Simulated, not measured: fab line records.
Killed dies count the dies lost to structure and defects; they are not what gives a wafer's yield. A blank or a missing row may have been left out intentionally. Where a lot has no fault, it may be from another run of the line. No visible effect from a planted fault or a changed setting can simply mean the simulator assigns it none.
The tool behind it: which one? | flow sky130 | 10 lots with 30 wafers sampled at 6 steps, on a route of 708 steps

WHAT EACH GAUGE READ, for each wafer
SKY_METAL1_RS_MEAS_05: measurement is done with a four-point probe.
lot  | measured     | on            | METAL1_ALCU_RS (ohm/sq)
L706 | day 32 02:28 | film metro-04 | 0.1251 0.1270 0.1240
L707 | day 32 10:20 | film metro-03 | 0.1274 0.1243 0.1266
L713 | day 34 10:19 | film metro-01 | 8.7389 8.6995 8.6263
L714 | day 34 16:07 | film metro-04 | 8.8231 8.8031 8.7895
L715 | day 34 22:34 | film metro-01 | 8.5660 8.6491 8.5899
L717 | day 35 10:11 | film metro-01 | 0.1268 0.1259 0.1245
L718 | day 37 05:49 | film metro-03 | 0.1263 0.1256 0.1227
L721 | day 37 06:31 | film metro-03 | 0.1255 0.1254 0.1217
L726 | day 38 10:42 | film metro-04 | 0.1243 0.1278 0.1298
L727 | day 38 17:21 | film metro-04 | 0.1233 0.1263 0.1269

SKY_METAL1_THK_MEAS_06: measures by xrf.
lot  | measured     | on            | METAL1_ALCU_THK (nm)
L706 | day 32 02:35 | film metro-04 | 248 245 251
L707 | day 32 10:28 | film metro-03 | 243 248 245
L713 | day 34 10:25 | film metro-01 | <1 <1 <1
L714 | day 34 16:13 | film metro-04 | <0 <0 <0
L715 | day 34 22:39 | film metro-01 | <1 <1 <1
L717 | day 35 10:19 | film metro-01 | 245 245 248
L718 | day 37 05:56 | film metro-03 | 246 248 255
L721 | day 37 06:38 | film metro-03 | 249 247 255
L726 | day 38 10:49 | film metro-04 | 250 242 242
L727 | day 38 17:26 | film metro-04 | 251 246 243

SKY_METAL1_CD_MEAS_15 targets a cd of 140 nm.
lot  | measured     | on        | cd nm (nm)
L706 | day 33 05:19 | cd sem-01 | 140.9 142.8 141.1
L707 | day 33 12:37 | cd sem-01 | 140.1 138.9 141.0
L713 | day 35 13:24 | cd sem-02 | 137.6 137.2 137.4
L714 | day 35 18:38 | cd sem-02 | 137.6 138.6 137.5
L715 | day 36 01:10 | cd sem-02 | 138.3 138.1 139.4
L717 | day 36 12:16 | cd sem-02 | 139.5 138.1 138.6
L718 | day 38 07:43 | cd sem-02 | 141.0 139.9 140.6
L721 | day 38 08:07 | cd sem-01 | 140.3 141.4 140.6
L726 | day 39 11:53 | cd sem-02 | 142.8 140.4 142.2
L727 | day 39 18:22 | cd sem-01 | 140.9 142.0 141.2

EACH LOT AND THE TOOL THAT RAN IT (in order: tool; ch and the chambers of the sampled wafers; start)
lot  | SKY_LOCAL_INTERCONNECT_STRIP_15      | SKY_METAL1_SPUTTER_02        | SKY_METAL1_SPUTTER_04
L706 | plasma asher-02 ch 0,1, day 30 19:38 | pvd sputter-04, day 32 02:22 | pvd sputter-04, day 32 02:25
L707 | plasma asher-02 ch 0, day 31 04:17   | pvd sputter-04, day 32 10:14 | pvd sputter-04, day 32 10:17
L713 | plasma asher-02 ch 0,1, day 33 04:18 | pvd sputter-04, day 34 10:11 | pvd sputter-04, day 34 10:14
L714 | plasma asher-04 ch 0,1, day 33 10:50 | pvd sputter-04, day 34 16:00 | pvd sputter-04, day 34 16:02
L715 | plasma asher-03 ch 0,1, day 33 17:36 | pvd sputter-04, day 34 22:25 | pvd sputter-04, day 34 22:27
L717 | plasma asher-02 ch 0,1, day 34 04:41 | pvd sputter-04, day 35 10:06 | pvd sputter-04, day 35 10:08
L718 | plasma asher-03 ch 0,1, day 36 00:26 | pvd sputter-04, day 37 05:44 | pvd sputter-04, day 37 05:46
L721 | plasma asher-04 ch 0,1, day 36 00:58 | pvd sputter-04, day 37 06:26 | pvd sputter-04, day 37 06:28
L726 | plasma asher-03 ch 0,1, day 37 05:49 | pvd sputter-02, day 38 10:35 | pvd sputter-02, day 38 10:38
L727 | plasma asher-02 ch 0,1, day 37 12:23 | pvd sputter-02, day 38 17:13 | pvd sputter-02, day 38 17:16
- SKY_LOCAL_INTERCONNECT_STRIP_15: strips in O2/N2.
- SKY_METAL1_SPUTTER_02: material AlCu, target thk 250 nm, time 13.3 s.
- SKY_METAL1_SPUTTER_04: material TiN, target thk 70 nm, time 58.3 s.

AS READ BY THE TOOLS THEMSELVES (means over the sampled wafers that have a number; for cases with no such wafer, the mark the record gives instead)
SKY_LOCAL_INTERCONNECT_STRIP_15.
lot  | tool            | drypump motor current A (A) | n2 flow sccm (sccm) | oes product au (a.u.) | strip time to endpoint s (s)
L706 | plasma asher-02 | 6.1                         | 300.6               | 0.425                 | 4.730
L707 | plasma asher-02 | 6.8                         | 298.6               | 0.429                 | 4.787
L713 | plasma asher-02 | 6.1                         | 299.1               | 0.426                 | 4.722
L714 | plasma asher-04 | 5.6                         | 300.7               | 0.427                 | 4.716
L715 | plasma asher-03 | 5.7                         | 299.8               | 0.437                 | 4.758
L717 | plasma asher-02 | 6.1                         | 300.2               | 0.428                 | 4.727
L718 | plasma asher-03 | 5.7                         | 300.1               | 0.426                 | 4.742
L721 | plasma asher-04 | 5.7                         | 299.2               | 0.433                 | 4.714
L726 | plasma asher-03 | 5.7                         | 300.1               | 0.421                 | 4.742
L727 | plasma asher-02 | 6.5                         | 299.6               | 0.423                 | 4.691

SKY_METAL1_SPUTTER_02.
lot  | tool           | cathode dc power W (W) | chamber pressure pa (Pa) | throttle valve pct (%)
L706 | pvd sputter-04 | 10601                  | 0.3999                   | 29.5
L707 | pvd sputter-04 | 10601                  | 0.3999                   | 29.6
L713 | pvd sputter-04 | -                      | -                        | -
L714 | pvd sputter-04 | -                      | -                        | -
L715 | pvd sputter-04 | -                      | -                        | -
L717 | pvd sputter-04 | 10601                  | 0.4004                   | 29.3
L718 | pvd sputter-04 | 10600                  | 0.4004                   | 29.6
L721 | pvd sputter-04 | 10602                  | 0.4005                   | 29.6
L726 | pvd sputter-02 | 10599                  | 0.4001                   | 30.6
L727 | pvd sputter-02 | 10600                  | 0.3997                   | 30.2

SKY_METAL1_SPUTTER_04.
lot  | tool           | cathode dc power W (W) | chamber pressure pa (Pa) | throttle valve pct (%)
L706 | pvd sputter-04 | 6499.7                 | 0.4000                   | 29.5
L707 | pvd sputter-04 | 6500.3                 | 0.4000                   | 29.4
L713 | pvd sputter-04 | 6500.1                 | 0.4003                   | 29.4
L714 | pvd sputter-04 | 6500.5                 | 0.4005                   | 29.1
L715 | pvd sputter-04 | 6499.8                 | 0.4004                   | 29.4
L717 | pvd sputter-04 | 6499.9                 | 0.3992                   | 29.1
L718 | pvd sputter-04 | 6499.9                 | 0.4000                   | 29.5
L721 | pvd sputter-04 | 6499.2                 | 0.4002                   | 29.5
L726 | pvd sputter-02 | 6500.7                 | 0.4001                   | 30.7
L727 | pvd sputter-02 | 6499.4                 | 0.4000                   | 29.8

THE ANSWER, worked out from the rows above alone
Rule: usual is defined by the lots themselves. Put in order of their means at a reading, lots are off if they are a third of the lots or fewer, leave a main group of 4 or more, and stand apart from it by a gap of 3 or more times the standard deviation of the main group's means; of several such gaps the widest counts. If all means in a main group match to the digits the tables above print for the reading, that group is not used. A lot without any number at a reading at which 4 lots or more have one is off too. Any other lot the step has rows for is counted as sound. After the gauges, taken in route order, come the tools' own readings; for these a lot's mean is taken, as printed above. The first step at which some lot is off is used, and at that step the reading that is off furthest; a lot without a number counts as furthest.
Off: L713, L714, L715, seen at SKY_METAL1_RS_MEAS_05 (METAL1_ALCU_RS). The main group: mean 0.1256 ohm/sq, standard deviation 0.0009.
A tool fits if, at a process step before that reading, it ran every lot that is off, and no sound lot after the first of them. Not tried: the gauges at SKY_METAL1_RS_MEAS_05; whatever is off there is also off at SKY_METAL1_SPUTTER_02, on other tools, and gauge error can't account for it. Not one of the candidates tried fits.

WHAT THE SIMULATOR PUT IN
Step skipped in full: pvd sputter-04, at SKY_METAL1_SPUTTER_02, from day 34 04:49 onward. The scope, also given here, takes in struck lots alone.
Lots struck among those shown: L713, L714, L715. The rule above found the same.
